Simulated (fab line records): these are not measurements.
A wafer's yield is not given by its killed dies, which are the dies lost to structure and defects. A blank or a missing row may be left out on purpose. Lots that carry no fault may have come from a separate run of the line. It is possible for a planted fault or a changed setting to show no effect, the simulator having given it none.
Code-filled problem report in 8D (eight disciplines) form -- flow gf180mcu -- the parts of the form that need people (team, actions taken, sign-off) are left out

== 1. WHAT IS WRONG ==
Mean VT_IMPLANT_4_TW at GF_VT_IMPLANT_TW_MEAS_43: 565 over 6 wafers in 2 lots; fault-free wafers: 697, standard deviation 3.4. Relative to the usual mean, that is a shift of -39 standard deviations.
First observed at day 9 23:50: wafer L279.1, on film metro-03. The record has a number at this step for 36 wafers belonging to 12 lots. By rule, "out" or "out of limits" means more than 4 standard deviations away from the usual mean. The other wafers with a number count as sound.

== 2. WHAT THIS IS AND IS NOT ==
question,is,is not
which readings at this step,VT_IMPLANT_4_TW,-
which lots,"L279, L283","L271, L272, L274, L276, L278, L284, L290, L291, L292, L293"
which wafers of those lots,all that have a number,-
read on which gauges,"film metro-03, film metro-04",film metro-02
when,from day 9 23:50,"up to then (15 sound wafers); but 15 sound wafers of L284, L290, L291, L292, L293 came after"

== 3. WHAT RULES OUT EACH SUSPECT ==
Counting: a tool at a process step up to the reading stays a suspect if it ran every lot that is out and no sound lot after the first of them.
- ruled out: the gauge at GF_VT_IMPLANT_TW_MEAS_43. 2 gauges (film metro-03, film metro-04) read the wafers that are out.
- plasma asher-02 at GF_VT_IMPLANT_STRIP_09 (strips in O2/N2): ruled out as a lasting fault. The sound lots L291, L292 went through it after L279, its earliest lot that is out (day 7 21:17).
- implanter-03 at GF_VT_IMPLANT_IMPLANT_41: ruled out as a lasting fault. The sound lots L293 went through it after L279, its earliest lot that is out (day 9 23:35).
Left after counting: nothing in the record.

== 4. THE CAUSE (what the simulator had put in) ==
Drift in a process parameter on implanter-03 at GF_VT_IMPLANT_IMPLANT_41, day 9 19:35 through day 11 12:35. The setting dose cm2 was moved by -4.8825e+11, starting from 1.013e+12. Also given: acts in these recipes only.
It was ruled out by counting, in error; the rule expects a fault to strike all lots run on its tool from its start on, and this fault did not.

== 5. THE EFFECT CHAIN, in route order ==
Each row: a reading where the mean over the struck wafers with a number is more than 3 standard deviations away from the usual. Scope: only readings with a usual standard deviation given in the record; hours: median across lots of the time from each lot's start at the first step in this table that gives one to its start at this step; sigmas: change in usual standard deviations.
hours,step,reading,usual,on struck wafers,change,sigmas
0,GF_VT_IMPLANT_IMPLANT_41,dose ions cm2,1.0128e+12,5.2405e+11,-4.8875e+11,-99 or more
0,GF_VT_IMPLANT_IMPLANT_41,faraday current uA,5.71,2.94,-2.77,-25
0,GF_VT_IMPLANT_TW_MEAS_43,VT_IMPLANT_4_TW,697,565,-132,-39
Process steps it contains:
- GF_VT_IMPLANT_IMPLANT_41

== 6. WHAT WOULD HAVE CAUGHT IT SOONER ==
The first out-of-limits reading at a measuring or inspecting step in this record came at day 9 23:50, 4 hours after the fault's start at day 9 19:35.
The tool's own readings at GF_VT_IMPLANT_IMPLANT_41 were out on every struck wafer that the step has a row for (dose ions cm2, faraday current uA): an alarm limit on them would have fired on the first of those.
